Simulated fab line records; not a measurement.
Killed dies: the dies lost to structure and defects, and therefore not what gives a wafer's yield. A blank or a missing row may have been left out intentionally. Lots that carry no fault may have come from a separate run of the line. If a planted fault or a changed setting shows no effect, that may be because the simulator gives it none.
The same fault as seen by 2 desks	flow gf180mcu	each desk holds nothing but its own numbers, with what lay behind them at the end

## METROLOGY DESK
What the gauges read for every lot (on any tool): the sampled wafers with a number, averaged. The brackets show how far a lot's mean lies from the usual mean; more than 4 standard deviations puts the lot out of limits, marked OUT.
Columns: A = cd nm at GF_TOP_METAL_CD_MEAS_14, usual 439.4 nm
lot	first seen here	A
L140	day 28 02:02	439.5
L141	day 28 15:37	436.5
L143	day 29 06:11	436.8
L144	day 29 19:11	438.6
L145	day 29 22:46	439.9
L146	day 30 01:28	440.8
L149	day 30 20:37	442.0
L151	day 31 08:41	441.4
L154	day 32 11:29	439.9
L157	day 33 00:20	442.1
L163	day 34 08:10	438.9
This desk's verdict: no lot among the 11 shows anything out of limits.

## AT THE TOOL OWNER'S DESK: plasma asher-01
The tool's own readings at GF_TOP_METAL_STRIP_17 (strips in O2/N2): means of the sampled wafers that have a number, for each lot that ran on this tool. The brackets show how far a lot's mean lies from the usual mean; more than 4 standard deviations puts the lot out of limits, marked OUT.
Columns: A = chamber pressure mTorr at GF_TOP_METAL_STRIP_17, usual 1500.0 mTorr; B = drypump motor current A at GF_TOP_METAL_STRIP_17, usual 5.6 A; C = heater power w at GF_TOP_METAL_STRIP_17, usual 331 W; D = oes product au at GF_TOP_METAL_STRIP_17, usual 0.710 a.u.; E = platen temp c at GF_TOP_METAL_STRIP_17, usual 249.98 C; F = strip time to endpoint s at GF_TOP_METAL_STRIP_17, usual 12.89 s
lot	first seen here	A	B	C	D	E	F
L145	day 29 23:07	1500.0	5.3	332	0.712	249.89	12.93
L149	day 30 20:58	1500.1	5.3	334	0.711	249.93	12.81
L151	day 31 09:02	1498.6	5.3	334	0.714	249.96	12.81
L154	day 32 11:50	1500.0	5.3	324	0.710	249.89	12.93
L157	day 33 00:41	1500.5	5.3	326	0.707	250.06	12.93
This desk's verdict: no lot among the 5 shows anything out of limits.

## BROUGHT TOGETHER
The metrology desk saw nothing out of limits.
Nothing out of limits was seen by the tool owner's desk.

## WHAT WAS PUT IN BY THE SIMULATOR
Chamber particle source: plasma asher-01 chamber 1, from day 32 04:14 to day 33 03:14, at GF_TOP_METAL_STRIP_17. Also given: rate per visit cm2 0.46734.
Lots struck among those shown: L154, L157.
